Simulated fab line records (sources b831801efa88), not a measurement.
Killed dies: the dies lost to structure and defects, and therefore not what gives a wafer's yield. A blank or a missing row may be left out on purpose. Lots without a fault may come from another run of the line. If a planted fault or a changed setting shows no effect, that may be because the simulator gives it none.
A lot that was struck, set against a sound lot / flow sky130 / 25 steps out of a route of 708
Sound: the wafers L419.4, L419.5, L419.6. The struck wafers were L428.4, L428.5, L428.6. The cause comes at the end.
Per side, at each step with rows, come the tool, then ch with its chambers, and then its first start. Under that, the readings that differ: sound wafers / struck wafers / difference of the means / sigmas: that difference in standard deviations of wafers without a fault.
alike: same words and numbers on both sides, and readings whose means sit less than 2 such deviations apart. not compared: any withheld reading, any reading some wafer has no value for, any bound like >300 that may hide the same value, and any number with overlapping values for which the record gives no deviation.
The two part at a step that has a row with sigmas, a row that says differs or no value, or rows on one side only. When numbers do not overlap yet have no deviation, they are printed without sigmas and do not part them. Lack of a reading on every wafer of one side parts them only where that side has two or more wafers.

SKY_VIA1_THK_MEAS_23: measures by xrf.
  sound on filmMetro-04, day 35 06:03; struck on filmMetro-02, day 38 08:56
  alike: VIA1_W_THK
SKY_VIA1_CMP_24: polishes, stops on SiO2, t overpolish 15 s, target thk 0 nm.
  sound on cmp-02 ch 0,3, day 35 06:05; struck on cmp-01 ch 0,3, day 38 09:01
  alike: motorCurrentA, overpolishRunS, platenRpm, timeToEndpointS
SKY_METAL2_SPUTTER_00: material Ti, target thk 15 nm, time 10 s.
  sound on pvdSputter-01, day 35 06:23; struck on pvdSputter-01, day 38 09:16
  alike: chamberPressurePa, throttleValvePct
SKY_METAL2_SPUTTER_01: material TiN, target thk 20 nm, time 16.7 s.
  sound on pvdSputter-01, day 35 06:25; struck on pvdSputter-01, day 38 09:17
  alike: chamberPressurePa, throttleValvePct
then, 2 steps without rows for these wafers: SKY_METAL2_SPUTTER_02 (material AlCu, target thk 250 nm, time 13.3 s); SKY_METAL2_SPUTTER_03 (material Ti, target thk 5 nm, time 3.3 s).
SKY_METAL2_SPUTTER_04: material TiN, target thk 70 nm, time 58.3 s.
  sound on pvdSputter-01, day 35 06:30; struck on pvdSputter-01, day 38 09:22
  alike: chamberPressurePa, throttleValvePct
SKY_METAL2_RS_MEAS_05: measurement is done with a four-point probe.
  sound on filmMetro-02, day 35 06:35; struck on filmMetro-04, day 38 09:28
reading=METAL2_ALCU_RS (ohm/sq); sound=0.1265 0.1247 0.1257; struck=0.1275 0.1272 0.1283; difference=+0.0020; sigmas=+2
SKY_METAL2_THK_MEAS_06: measures by xrf.
  sound on filmMetro-02, day 35 06:40; struck on filmMetro-04, day 38 09:34
  alike: METAL2_ALCU_THK
then, 3 steps without rows for these wafers: SKY_METAL2_DEHYDRATE_07 (time 60 s); SKY_METAL2_HMDS_08 (prime time 60 s); SKY_METAL2_COAT_09 (resist thk 60 nm).
SKY_METAL2_COAT_10: resist thk 450 nm.
  sound on lithoTrack-03 ch 0, day 35 19:00; struck on lithoTrack-01 ch 0, day 38 22:00
reading=spinSpeedRpm (rpm); sound=2997.2 2996.3 2998.2; struck=2825.4 2825.8 2827.7; difference=-170.9; sigmas=-85
reading=model.KrF-thick_of_METAL2_COAT_10.thkNm (nm); sound=450.7 450.6 449.5; struck=462 461.2 463.6; difference=+12; sigmas=
  alike: resistLineTempC
then, 4 steps without rows for these wafers: SKY_METAL2_SOFTBAKE_11 (time 90 s); SKY_METAL2_EXPOSE_12 (exposes mask MM2, target cd 140 nm); SKY_METAL2_PEB_13; SKY_METAL2_DEVELOP_14 (develop time 60 s).
SKY_METAL2_CD_MEAS_15 targets a cd of 140 nm.
  sound on cdSem-01, day 36 09:14; struck on cdSem-01, day 39 10:52
  alike: cdNm
SKY_METAL2_OVL_MEAS_16:
  sound on overlay-02, day 36 09:19; struck on overlay-02, day 39 10:56
reading=METAL2_OVL (nm); sound=-9 -9 -8; struck=3 2 0; difference=+10; sigmas=+2
then, 1 step without rows for these wafers: SKY_METAL2_DESCUM_17 (chemistry O2, time 8 s).
SKY_METAL2_ETCH_18: etches BARC in N2/H2, stops on SiO2, time 45.9 s, target depth 60 nm.
  sound on rieMetal-04 ch 0,1, day 36 09:23; struck on rieMetal-02 ch 0,1, day 39 11:01
  alike: drypumpMotorCurrentA, oesProductAu, throttleValvePct
  not compared: rfHoursCounterH
SKY_METAL2_METAL_ETCH_19: etches the open film in Cl2/BCl3, stops on SiO2, target depth 360 nm, time 78 s.
  sound on rieMetal-04 ch 0,1, day 36 09:28; struck on rieMetal-02 ch 0,1, day 39 11:05
reading=model.KrF-thick_of_METAL2_COAT_10.thkNm (nm); sound=157.9 156 158.6; struck=167.2 170.2 169.9; difference=+11.6; sigmas=
  alike: drypumpMotorCurrentA, oesProductAu, throttleValvePct
  not compared: rfHoursCounterH
SKY_METAL2_STRIP_20: strips in O2/N2.
  sound on plasmaAsher-01 ch 0,1, day 36 09:33; struck on plasmaAsher-04 ch 0,1, day 39 11:10
reading=stripTimeToEndpointS (s); sound=2.67 2.67 2.69; struck=2.80 2.84 2.80; difference=+0.14; sigmas=+4
  alike: drypumpMotorCurrentA, o2FlowSccm, oesProductAu
  not compared: rfHoursCounterH
then, 1 step without rows for these wafers: SKY_METAL2_STRIP_21 (strips in post etch residue remover, time 1200 s).
-- the record jumps here: 10 days lie between the struck wafers' starts before and after (it left off in module METAL2 and takes up again in module PAD_OPEN, whose first step shown is number 708 of the route) --
SKY_PAD_OPEN_PROBE_99:
  sound on prober-02, day 46 19:47; struck on prober-02, day 49 02:47
  alike: defectLimitedYield, killed_at_M0_to_M3, killed_at_M4_up, killedAtContacts, killedAtFrontEnd, killedAtOther, killedDies, killedOpen, killedShort, sort_bin_3_pad_short, sort_bin_5_function, sort_bin_6_memory, sortNPass, sortYieldPct

== WHERE THEY PART ==
Earliest at SKY_METAL2_RS_MEAS_05; latest, in this record, at SKY_METAL2_STRIP_20. Later steps at which nothing parts them and some readings are alike: SKY_PAD_OPEN_PROBE_99.

WHY: what had been put in by the simulator
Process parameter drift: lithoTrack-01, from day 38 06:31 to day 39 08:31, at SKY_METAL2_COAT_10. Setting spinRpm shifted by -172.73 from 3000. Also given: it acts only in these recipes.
